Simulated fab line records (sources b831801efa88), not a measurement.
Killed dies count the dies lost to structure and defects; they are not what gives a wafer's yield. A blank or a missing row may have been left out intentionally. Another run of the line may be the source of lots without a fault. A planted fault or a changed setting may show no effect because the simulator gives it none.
A struck lot beside a sound one :: flow sky130 :: 14 steps out of a route of 708
Sound: wafers L998.3, L998.4, L998.5. Wafers L995.2, L995.4, L995.6 were the ones struck. The cause comes at the end.
Each step with rows lists, per side, the tool, then ch with its chambers, then its first start. Under that, the readings that differ: sound wafers :: struck wafers :: difference of the means :: sigmas: that difference in standard deviations of wafers without a fault.
alike: a reading whose means differ by less than 2 such deviations, as well as words and numbers matching on both sides. not compared: withheld readings; readings where some wafer has no value; bounds like >300 that might hide an equal value; numbers whose values overlap and for which the record gives no deviation.
A row with sigmas, a row that says differs or no value, or rows on one side alone: a step with any of these is where the two part. Numbers that have no deviation but don't overlap get no sigmas and don't part them. Lack of a reading on every wafer of one side parts them only where that side has two or more wafers.

first, 7 steps without rows for these wafers: SKY_LDD_N_DEHYDRATE_00 (time 60 s); SKY_LDD_N_HMDS_01 (prime time 60 s); SKY_LDD_N_COAT_02 (resist thk 300 nm); SKY_LDD_N_SOFTBAKE_03 (time 60 s); SKY_LDD_N_EXPOSE_04 (exposes mask NTM, target cd 840 nm); SKY_LDD_N_PEB_05; SKY_LDD_N_DEVELOP_06 (develop time 60 s).
SKY_LDD_N_OVL_MEAS_07:
  sound on overlay-01, day 24 18:54; struck on overlay-01, day 24 04:35
  alike: LDD_N_OVL
then, 4 steps without rows for these wafers: SKY_LDD_N_IMPLANT_08; SKY_LDD_N_IMPLANT_09; SKY_LDD_N_IMPLANT_10; SKY_LDD_N_IMPLANT_11.
SKY_LDD_N_IMPLANT_12:
  sound on implanter-02 ch 0, day 24 19:34; struck on implanter-04, day 24 05:15
  no value came back on the struck wafers for beam-energy-keV, beam-on-s (s); on the sound wafers beam-energy-keV reads 50.030 50.009 50.020
after that, 1 step had no rows for these wafers: SKY_LDD_N_IMPLANT_13.

== WHERE THEY PART ==
Only at SKY_LDD_N_IMPLANT_12, as far as this record shows.

WHY: what had been put in by the simulator
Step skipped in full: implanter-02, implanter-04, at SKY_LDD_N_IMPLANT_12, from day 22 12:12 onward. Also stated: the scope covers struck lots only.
